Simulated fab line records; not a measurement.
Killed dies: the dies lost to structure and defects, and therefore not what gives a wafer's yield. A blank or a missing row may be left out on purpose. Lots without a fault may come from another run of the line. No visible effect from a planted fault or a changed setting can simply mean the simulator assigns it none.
fab line records	flow sky130	part 1 of 2: steps 1 to 24 of 35
record lots=5	wafers=15	lastDay=50
route steps=708 shown METAL4@623 VIA4@639
lots with no fault: from the same line, run without faults
startH: hours from the record's opening day to when the first of the lot's shown wafers began	waitH: hours since the lot's step before	" as in the row above	L1.1+2: several wafers, shown together as one row	- either no value or no given start	* or withheld: withheld	< > ~ a bound
route shown NAME@n: a module of which the file shows steps, and the number in the route of the first	usual: mean and standard deviation over wafers with no fault	same: alike in all rows	chamber/n: place in a boat	sites: per-site readings	_std_site: standard deviation of those values	_edge_site: mean of outer sites minus mean of inner sites	radiusMm: how far each site lies from the wafer's centre	mask NAME#n: copy n	behind: the last tool/chamber to shape the wafer	hold: cause of the lot's hold/its duration in hours/its outcome	device: the transistor (n, p or np) that didn't switch	end of line: tests run on the same wafers once the route is complete	a step without rows: its recipe alone	killed: dies that structure and defects cost at the first sort, which is not the same as the wafer's yield	map: dies across one wafer; x = killed, . = not, _ = none there
set.NAME: the setting that was run; set.NAME@STEP: the one run at that earlier step	model.NAME: the simulator's own value behind a step, which no gauge read
lots seen at some steps along the route; tables by step, rows by wafer
services: from which hour (startH, from the record's first day; less than 0 if before it) a tool's chamber was out of use, for how many hours, and why
## steps
# step SKY_METAL4_COAT_07
# recipe resist=BARC	tempC=withheld	timeS=withheld	spinRpm=3000	resistThkNm=60
# usual chillPlateTempC=*
lot.wafer	tool	chamber	startH	waitH	chillPlateTempC
L078.1	lithoTrack-04	0	996.89	0.1	*
L078.3	"	0	"	"	*
L078.6	"	0	"	"	*
L087.1	lithoTrack-03	0	1056.27	0.1	*
L087.3	"	0	"	"	*
L087.5	"	0	"	"	*
L090.1	lithoTrack-01	0	1073.65	0.1	*
L090.4	"	0	"	"	*
L090.6	"	0	"	"	*
L093.2	lithoTrack-01	0	1096.18	0.1	*
L093.4	"	0	"	"	*
L093.5	"	0	"	"	*
L097.1	lithoTrack-03	0	1127.62	0.1	*
L097.3	"	0	"	"	*
L097.5	"	0	"	"	*
# step SKY_METAL4_COAT_08
# recipe resist=KrF-thick	spinRpm=3000	resistThkNm=1140
# usual chillPlateTempC=23.00/0.1
lot.wafer	tool	chamber	startH	waitH	chillPlateTempC
L078.1	lithoTrack-04	0	-	-	23.19
L078.3	"	0	"	"	23.03
L078.6	"	0	"	"	22.99
L087.1	lithoTrack-03	0	-	-	23.16
L087.3	"	0	"	"	23.02
L087.5	"	0	"	"	23.03
L090.1	lithoTrack-01	0	-	-	23.07
L090.4	"	0	"	"	22.98
L090.6	"	0	"	"	23.14
L093.2	lithoTrack-01	0	-	-	22.99
L093.4	"	0	"	"	23.04
L093.5	"	0	"	"	23.12
L097.1	lithoTrack-03	0	-	-	22.95
L097.3	"	0	"	"	23.02
L097.5	"	0	"	"	22.90
# step SKY_METAL4_SOFTBAKE_09
# recipe tempC=100	timeS=90	resist=KrF-thick
# usual chillPlateTempC=23.00/0.11	plateTempC=100.02/0.13
lot.wafer	tool	chamber	startH	waitH	chillPlateTempC	plateTempC
L078.1	lithoTrack-04	0	-	-	22.91	100.19
L078.3	"	0	"	"	22.94	99.98
L078.6	"	0	"	"	22.99	100.15
L087.1	lithoTrack-03	0	-	-	22.85	99.71
L087.3	"	0	"	"	23.09	99.78
L087.5	"	0	"	"	22.96	99.91
L090.1	lithoTrack-01	0	-	-	22.96	99.94
L090.4	"	0	"	"	22.74	99.94
L090.6	"	0	"	"	23.01	99.90
L093.2	lithoTrack-01	0	-	-	23.12	100.08
L093.4	"	0	"	"	23.08	99.88
L093.5	"	0	"	"	22.98	99.95
L097.1	lithoTrack-03	0	-	-	23.01	99.95
L097.3	"	0	"	"	23.14	100.04
L097.5	"	0	"	"	23.04	99.91
# step SKY_METAL4_EXPOSE_10
# recipe maskId=MM4	na=0.68	sourceShape=annular	sigmaInner=0.4	sigmaOuter=0.8	targetCdNm=300	doseMj=28
# same na=0.68
lot.wafer	tool	chamber	startH	waitH	mask
L078.1+3+6	krfScanner-01	0	-	-	MM4#0
L087.1+3+5	krfScanner-01	0	-	-	MM4#0
L090.1+4+6	krfScanner-02	0	-	-	MM4#0
L093.2+4+5	krfScanner-02	0	-	-	MM4#0
L097.1+3+5	krfScanner-02	0	-	-	MM4#0
# step SKY_METAL4_PEB_11
# recipe pebTempC=withheld	pebTimeS=withheld	resist=KrF-thick
# usual chillPlateTempC=*
lot.wafer	tool	chamber	startH	waitH	chillPlateTempC
L078.1	lithoTrack-04	0	-	-	*
L078.3	"	0	"	"	*
L078.6	"	0	"	"	*
L087.1	lithoTrack-03	0	-	-	*
L087.3	"	0	"	"	*
L087.5	"	0	"	"	*
L090.1	lithoTrack-03	0	-	-	*
L090.4	"	0	"	"	*
L090.6	"	0	"	"	*
L093.2	lithoTrack-01	0	-	-	*
L093.4	"	0	"	"	*
L093.5	"	0	"	"	*
L097.1	lithoTrack-03	0	-	-	*
L097.3	"	0	"	"	*
L097.5	"	0	"	"	*
# step SKY_METAL4_DEVELOP_12
# recipe developTimeS=60	resist=KrF-thick	devTempC=21
# usual chillPlateTempC=22.99/0.12
# same developTimeS=60
lot.wafer	tool	chamber	startH	waitH	chillPlateTempC
L078.1	lithoTrack-04	0	-	-	22.93
L078.3	"	0	"	"	22.90
L078.6	"	0	"	"	22.90
L087.1	lithoTrack-03	0	-	-	23.07
L087.3	"	0	"	"	22.93
L087.5	"	0	"	"	23.01
L090.1	lithoTrack-03	0	-	-	22.93
L090.4	"	0	"	"	23.01
L090.6	"	0	"	"	23.03
L093.2	lithoTrack-01	0	-	-	23.06
L093.4	"	0	"	"	22.79
L093.5	"	0	"	"	22.94
L097.1	lithoTrack-03	0	-	-	22.98
L097.3	"	0	"	"	23.09
L097.5	"	0	"	"	23.05
# step SKY_METAL4_CD_MEAS_13
# recipe targetCdNm=300
# usual cdNm=300.0/1.4
lot.wafer	tool	chamber	startH	waitH	cdNm
L078.1	cdSem-01	-	1008.79	-	299.3
L078.3	"	-	"	"	300.4
L078.6	"	-	"	"	298.3
L087.1	cdSem-01	-	1066.97	-	299.8
L087.3	"	-	"	"	300.3
L087.5	"	-	"	"	300.2
L090.1	cdSem-01	-	1085.92	-	299.2
L090.4	"	-	"	"	300.1
L090.6	"	-	"	"	300.2
L093.2	cdSem-01	-	1106.98	-	303.5
L093.4	"	-	"	"	301.6
L093.5	"	-	"	"	301.6
L097.1	cdSem-02	-	1137.82	-	300.4
L097.3	"	-	"	"	300.0
L097.5	"	-	"	"	301.6
# step SKY_METAL4_OVL_MEAS_14
# usual METAL4_OVL=-3/4.9
lot.wafer	tool	chamber	startH	waitH	METAL4_OVL[nm]
L078.1	overlay-02	-	1008.91	0.1	-2
L078.3	"	-	"	"	-2
L078.6	"	-	"	"	4
L087.1	overlay-01	-	1067.09	0.1	-5
L087.3	"	-	"	"	5
L087.5	"	-	"	"	0
L090.1	overlay-02	-	1086.04	0.1	-5
L090.4	"	-	"	"	-7
L090.6	"	-	"	"	-7
L093.2	overlay-02	-	1107.08	0.1	-13
L093.4	"	-	"	"	-10
L093.5	"	-	"	"	-14
L097.1	overlay-02	-	1137.94	0.1	-1
L097.3	"	-	"	"	-1
L097.5	"	-	"	"	-14
# step SKY_METAL4_DESCUM_15
# recipe chemistry=O2	sourcePowerW=150	biasPowerW=0	pressureMtorr=10	tempC=40	timeS=8
# usual drypumpMotorCurrentA=5.8/0.48	oesProductAu=0.996/0.0083
lot.wafer	tool	chamber	startH	waitH	drypumpMotorCurrentA	oesProductAu	rfHoursCounterH
L078.1	rieMetal-02	0	1008.95	0.0	6.4	1.011	8
L078.3	"	1	"	"	5.8	1.002	-
L078.6	"	0	"	"	6.4	1.006	-
L087.1	rieMetal-01	0	1067.13	0.0	6.2	0.988	16
L087.3	"	1	"	"	5.1	1.002	-
L087.5	"	0	"	"	6.1	0.987	-
L090.1	rieMetal-01	1	1086.08	0.0	5.1	0.992	16
L090.4	"	1	"	"	5.1	0.990	-
L090.6	"	0	"	"	6.1	0.985	-
L093.2	rieMetal-04	0	1107.11	0.0	6.0	0.993	12
L093.4	"	1	"	"	5.4	0.992	-
L093.5	"	1	"	"	5.4	0.998	-
L097.1	rieMetal-02	1	1137.98	0.0	5.8	0.992	13
L097.3	"	0	"	"	6.4	0.991	-
L097.5	"	1	"	"	5.8	1.003	-
# step SKY_METAL4_ETCH_16
# recipe chemistry=N2/H2	target=BARC	ionEnergyEv=200	biasW=100	pressureMtorr=30	n2FlowSccm=100	h2FlowSccm=200	icpW=500	stopOn=SiO2	timeS=88.2	targetDepthA=600
# usual biasW=100.02/0.28	drypumpMotorCurrentA=5.8/0.48	oesProductAu=0.625/0.0047	throttleValvePct=13.204/0.0088
lot.wafer	tool	chamber	startH	waitH	biasW	drypumpMotorCurrentA	oesProductAu	rfHoursCounterH	throttleValvePct
L078.1	rieMetal-02	0	1008.98	0.0	99.93	6.4	0.628	8	13.193
L078.3	"	1	"	"	99.29	5.8	0.621	-	13.225
L078.6	"	0	"	"	100.12	6.4	0.633	-	13.219
L087.1	rieMetal-01	0	1067.16	0.0	99.84	6.1	0.619	16	13.198
L087.3	"	1	"	"	100.31	5.1	0.629	-	13.210
L087.5	"	0	"	"	99.56	6.1	0.631	-	13.196
L090.1	rieMetal-01	1	1086.11	0.0	100.46	5.1	0.619	16	13.211
L090.4	"	1	"	"	100.28	5.1	0.626	-	13.197
L090.6	"	0	"	"	100.14	6.2	0.623	-	13.196
L093.2	rieMetal-04	0	1107.14	0.0	100.06	6.1	0.622	12	13.213
L093.4	"	1	"	"	99.82	5.4	0.622	-	13.212
L093.5	"	1	"	"	100.21	5.4	0.617	-	13.197
L097.1	rieMetal-02	1	1138.01	0.0	99.79	5.8	0.627	13	13.203
L097.3	"	0	"	"	99.61	6.4	0.624	-	13.213
L097.5	"	1	"	"	100.54	5.8	0.628	-	13.210
# step SKY_METAL4_ETCH_17
# recipe target=SiO2	stopOn=TiN	chemistry=C4F8/O2/Ar	sourceW=1500	biasW=1200	pressureMtorr=40	c4f8FlowSccm=withheld	O2_flow_sccm=6	Ar_flow_sccm=300	timeS=3.9	targetDepthA=150
# usual biasW=1199/3.8	oesProductAu=0.753/0.0068
lot.wafer	tool	chamber	startH	waitH	biasW	oesProductAu
L078.1	rieDiel-04	2	1009.08	0.1	1201	0.749
L078.3	"	3	"	"	1194	0.740
L078.6	"	2	"	"	1202	0.750
L087.1	rieDiel-01	2	1067.26	0.1	1194	0.747
L087.3	"	1	"	"	1205	0.740
L087.5	"	2	"	"	1195	0.752
L090.1	rieDiel-04	0	1086.21	0.1	1204	0.751
L090.4	"	3	"	"	1198	0.758
L090.6	"	3	"	"	1196	0.765
L093.2	rieDiel-02	2	1107.24	0.1	1197	0.756
L093.4	"	3	"	"	1192	0.761
L093.5	"	1	"	"	1204	0.763
L097.1	rieDiel-04	3	1138.11	0.1	1199	0.753
L097.3	"	0	"	"	1196	0.753
L097.5	"	1	"	"	1198	0.759
# step SKY_METAL4_METAL_ETCH_18
# recipe targetDepthA=8450	stopOn=SiO2	overEtchFrac=0.3	timeS=183.1	chemistry=Cl2/BCl3	resistSidewallDeg=88	pressureMtorr=10	icpW=900	biasW=48.5	Cl2_flow_sccm=60	bcl3FlowSccm=30
# usual biasW=48.50/0.15	drypumpMotorCurrentA=5.7/0.48	oesProductAu=0.866/0.0068	throttleValvePct=22.264/0.0094
lot.wafer	tool	chamber	startH	waitH	biasW	drypumpMotorCurrentA	oesProductAu	rfHoursCounterH	throttleValvePct
L078.1	rieMetal-01	1	1009.10	0.0	48.70	5.1	0.860	11	22.247
L078.3	"	0	"	"	48.54	6.1	0.871	-	22.267
L078.6	"	1	"	"	48.65	5.1	0.869	-	22.260
L087.1	rieMetal-02	1	1067.28	0.0	48.50	5.8	0.869	8	22.252
L087.3	"	1	"	"	48.51	5.8	0.877	-	22.273
L087.5	"	0	"	"	48.49	6.4	0.870	-	22.280
L090.1	rieMetal-02	1	1086.23	0.0	48.61	5.8	0.861	9	22.257
L090.4	"	0	"	"	48.49	6.4	0.866	-	22.287
L090.6	"	0	"	"	48.60	6.4	0.862	-	22.252
L093.2	rieMetal-02	0	1107.26	0.0	48.41	6.4	0.869	14	22.276
L093.4	"	1	"	"	48.40	5.8	0.865	-	22.263
L093.5	"	1	"	"	48.81	5.8	0.866	-	22.268
L097.1	rieMetal-01	1	1138.13	0.0	48.38	5.1	0.854	20	22.263
L097.3	"	0	"	"	48.43	6.2	0.871	-	22.270
L097.5	"	1	"	"	48.31	5.1	0.873	-	22.251
# step SKY_METAL4_STRIP_19
# recipe chemistry=O2/N2	powerW=1400	pressureMtorr=1500	platenTempC=withheld	o2FlowSccm=3000	n2FlowSccm=300	overashFraction=0.5
# usual drypumpMotorCurrentA=5.7/0.42	oesProductAu=0.504/0.0056	stripTimeToEndpointS=6.58/0.069
# same overashFraction=0.5
lot.wafer	tool	chamber	startH	waitH	drypumpMotorCurrentA	oesProductAu	rfHoursCounterH	stripTimeToEndpointS
L078.1	plasmaAsher-04	0	1009.28	0.1	5.8	0.510	57	6.64
L078.3	"	0	"	"	5.8	0.507	-	6.60
L078.6	"	0	"	"	5.8	0.508	-	6.62
L087.1	plasmaAsher-04	1	1067.51	0.2	4.9	0.503	63	6.55
L087.3	"	1	"	"	4.9	0.511	-	6.56
L087.5	"	0	"	"	5.8	0.506	-	6.63
L090.1	plasmaAsher-02	0	1086.40	0.1	5.8	0.500	98	6.46
L090.4	"	1	"	"	6.1	0.500	-	6.47
L090.6	"	0	"	"	5.8	0.507	-	6.54
L093.2	plasmaAsher-01	0	1107.44	0.1	6.2	0.504	4	6.57
L093.4	"	1	"	"	5.6	0.496	-	6.44
L093.5	"	0	"	"	6.2	0.491	-	6.46
L097.1	plasmaAsher-02	0	1138.30	0.1	5.8	0.502	103	6.57
L097.3	"	1	"	"	6.1	0.511	-	6.57
L097.5	"	0	"	"	5.8	0.497	-	6.54
# step SKY_METAL4_STRIP_20
# recipe chemistry=postEtchResidueRemover	timeS=1200	tempC=72.5
lot.wafer	tool	chamber	startH	waitH
L078.1+3+6	wetBench-04	3	1009.38	0.1
L087.1+3+5	wetBench-01	0	1067.61	0.1
L090.1+4+6	wetBench-01	2	1086.50	0.1
L093.2+4+5	wetBench-01	1	1107.54	0.1
L097.1+3+5	wetBench-02	3	1138.40	0.1
# step SKY_METAL4_CLEAN_21
# recipe chemistry=IPA	timeS=180	tempC=25
lot.wafer	tool	chamber	startH	waitH
L078.1+3+6	wetBench-02	1	1009.75	0.0
L087.1+3+5	wetBench-04	0	1067.95	0.0
L090.1+4+6	wetBench-02	0	1086.88	0.0
L093.2+4+5	wetBench-04	0	1107.88	0.0
L097.1+3+5	wetBench-01	3	1138.75	0.0
# step SKY_METAL4_CLEAN_22
# recipe chemistry=O3/DIW	dry=n2Spin
lot.wafer	tool	chamber	startH	waitH
L078.1+3+6	wetBench-04	1	1009.81	0.0
L087.1+3+5	wetBench-01	1	1068.02	0.0
L090.1+4+6	wetBench-02	3	1086.99	0.1
L093.2+4+5	wetBench-02	0	1107.94	0.0
L097.1+3+5	wetBench-04	0	1138.80	0.0
# step SKY_VIA4_HDPCVD_00
# recipe material=SiO2	targetThkNm=1750	sigmaOpenFrac=0.3	timeS=291.7	tempC=400	sih4FlowSccm=60	pressureMtorr=6
lot.wafer	tool	chamber	startH	waitH
L078.1+3+6	hdpcvd-02	0,2,2	1009.91	0.0
L087.1+3+5	hdpcvd-02	2,0,2	1068.11	0.0
L090.1+4+6	hdpcvd-01	1,0,2	1087.08	0.0
L093.2+4+5	hdpcvd-02	2,0,2	1108.04	0.0
L097.1+3+5	hdpcvd-01	1,0,0	1138.90	0.0
# step SKY_VIA4_THK_MEAS_01
# recipe reads=SiO2_of_VIA4_HDPCVD_00
# usual VIA4_HDPCVD_THK=1758/16
lot.wafer	tool	chamber	startH	waitH	VIA4_HDPCVD_THK[nm]
L078.1	filmMetro-03	-	1010.09	0.1	1791
L078.3	"	-	"	"	1757
L078.6	"	-	"	"	1755
L087.1	filmMetro-02	-	1068.29	0.1	1742
L087.3	"	-	"	"	1754
L087.5	"	-	"	"	1763
L090.1	filmMetro-01	-	1087.26	0.1	1752
L090.4	"	-	"	"	1745
L090.6	"	-	"	"	1744
L093.2	filmMetro-02	-	1108.23	0.1	1753
L093.4	"	-	"	"	1764
L093.5	"	-	"	"	1749
L097.1	filmMetro-01	-	1139.08	0.1	1738
L097.3	"	-	"	"	1744
L097.5	"	-	"	"	1738
# step SKY_VIA4_CMP_02
# recipe material=SiO2	downForcePsi=4	platenRpm=60	padVelocityMS=0.94248
# usual edgeZonePressureFrac=1.000/0.0051	headPressurePsi=4.000/0.008	motorCurrentA=12.4/1.1	slurryFilterDpKPa=13.50/0.13
lot.wafer	tool	chamber	startH	waitH	edgeZonePressureFrac	headPressurePsi	motorCurrentA	slurryFilterDpKPa
L078.1	cmp-01	1	1010.22	0.1	1.012	4.008	13.4	13.47
L078.3	"	0	"	"	0.999	3.995	11.8	13.49
L078.6	"	1	"	"	1.000	4.010	14.0	13.22
L087.1	cmp-02	1	1068.47	0.2	0.996	4.019	10.8	13.64
L087.3	"	2	"	"	1.004	4.003	13.3	13.48
L087.5	"	3	"	"	0.997	3.992	12.8	13.67
L090.1	cmp-01	2	1087.56	0.3	0.994	4.005	13.0	13.44
L090.4	"	1	"	"	0.999	4.004	13.8	13.43
L090.6	"	3	"	"	1.004	4.005	11.5	13.37
L093.4	cmp-02	0	1108.63	0.4	1.009	3.992	12.6	13.55
L093.2	"	3	"	"	1.001	3.999	12.9	13.39
L093.5	"	0	"	"	1.003	4.003	11.7	13.61
L097.1	cmp-01	1	1139.14	0.1	1.001	4.000	13.6	13.19
L097.3	"	2	"	"	1.008	4.010	13.1	13.48
L097.5	"	2	"	"	0.996	4.008	12.7	13.24
# step SKY_VIA4_BOW_MEAS_03
# recipe mode=bow
# usual VIA4_BOW=77/8.5
lot.wafer	tool	chamber	startH	waitH	VIA4_BOW[um]
L078.1	filmMetro-03	-	1010.52	0.2	78
L078.3	"	-	"	"	80
L078.6	"	-	"	"	75
L087.1	filmMetro-01	-	1068.67	0.1	81
L087.3	"	-	"	"	79
L087.5	"	-	"	"	74
L090.1	filmMetro-01	-	1087.86	0.2	70
L090.4	"	-	"	"	77
L090.6	"	-	"	"	82
L093.2	filmMetro-03	-	1108.95	0.1	88
L093.4	"	-	"	"	90
L093.5	"	-	"	"	90
L097.1	filmMetro-03	-	1139.44	0.2	74
L097.3	"	-	"	"	69
L097.5	"	-	"	"	62
# step SKY_VIA4_DEHYDRATE_04
# recipe tempC=200	timeS=60
# usual chillPlateTempC=23.00/0.11	plateTempC=200.00/0.17
lot.wafer	tool	chamber	startH	waitH	chillPlateTempC	plateTempC
L078.1	lithoTrack-04	0	1020.65	10.1	23.00	199.77
L078.3	"	0	"	"	22.94	199.92
L078.6	"	0	"	"	22.82	199.61
L087.1	lithoTrack-02	0	1078.69	10.0	22.88	200.03
L087.3	"	0	"	"	22.91	199.94
L087.5	"	0	"	"	22.81	200.18
L090.1	lithoTrack-04	0	1096.60	8.7	23.03	200.02
L090.4	"	0	"	"	23.02	200.34
L090.6	"	0	"	"	23.06	200.23
L093.2	lithoTrack-02	0	1117.46	8.5	23.05	200.02
L093.4	"	0	"	"	23.04	199.92
L093.5	"	0	"	"	23.00	199.89
L097.1	lithoTrack-01	0	1147.71	8.2	22.98	199.46
L097.3	"	0	"	"	22.89	199.49
L097.5	"	0	"	"	23.18	199.80
# step SKY_VIA4_HMDS_05
# recipe primeTimeS=60	primeTempC=120
# usual chillPlateTempC=23.00/0.12	primeTempC=120.04/0.14
lot.wafer	tool	chamber	startH	waitH	chillPlateTempC	primeTempC
L078.1	lithoTrack-04	0	1020.80	0.1	23.00	120.23
L078.3	"	0	"	"	22.95	120.14
L078.6	"	0	"	"	23.00	120.24
L087.1	lithoTrack-02	0	1078.84	0.1	23.18	120.05
L087.3	"	0	"	"	23.17	120.05
L087.5	"	0	"	"	23.12	120.21
L090.1	lithoTrack-04	0	1096.75	0.1	22.89	119.95
L090.4	"	0	"	"	23.02	119.93
L090.6	"	0	"	"	22.67	120.09
L093.2	lithoTrack-02	0	1117.61	0.1	22.93	120.08
L093.4	"	0	"	"	22.90	120.24
L093.5	"	0	"	"	22.85	120.27
L097.1	lithoTrack-01	0	1147.86	0.1	23.13	119.95
L097.3	"	0	"	"	22.84	119.87
L097.5	"	0	"	"	22.94	120.01
# step SKY_VIA4_COAT_06
# recipe resist=NOVOLAK	spinRpm=3000	resistThkNm=1140
# usual chillPlateTempC=22.98/0.099
lot.wafer	tool	chamber	startH	waitH	chillPlateTempC
L078.1	lithoTrack-04	0	1020.95	0.1	22.90
L078.3	"	0	"	"	22.93
L078.6	"	0	"	"	22.94
L087.1	lithoTrack-02	0	1078.99	0.1	23.08
L087.3	"	0	"	"	22.83
L087.5	"	0	"	"	22.94
L090.1	lithoTrack-04	0	1096.90	0.1	23.16
L090.4	"	0	"	"	23.09
L090.6	"	0	"	"	23.07
L093.2	lithoTrack-02	0	1117.76	0.1	22.98
L093.4	"	0	"	"	22.85
L093.5	"	0	"	"	22.79
L097.1	lithoTrack-01	0	1148.01	0.1	22.98
L097.3	"	0	"	"	22.97
L097.5	"	0	"	"	22.89
# step SKY_VIA4_SOFTBAKE_07
# recipe tempC=90	timeS=60	resist=NOVOLAK
# usual chillPlateTempC=23.02/0.11	plateTempC=90.03/0.13
lot.wafer	tool	chamber	startH	waitH	chillPlateTempC	plateTempC
L078.1	lithoTrack-04	0	1021.10	0.1	22.96	90.01
L078.3	"	0	"	"	23.24	89.88
L078.6	"	0	"	"	23.06	90.15
L087.1	lithoTrack-02	0	1079.14	0.1	22.96	90.11
L087.3	"	0	"	"	22.88	90.26
L087.5	"	0	"	"	22.96	90.23
L090.1	lithoTrack-04	0	1097.05	0.1	23.13	90.10
L090.4	"	0	"	"	23.10	89.98
L090.6	"	0	"	"	23.07	89.90
L093.2	lithoTrack-02	0	1117.91	0.1	23.19	90.01
L093.4	"	0	"	"	23.24	90.08
L093.5	"	0	"	"	23.28	89.92
L097.1	lithoTrack-01	0	1148.16	0.1	23.08	90.25
L097.3	"	0	"	"	23.07	89.98
L097.5	"	0	"	"	23.13	90.09
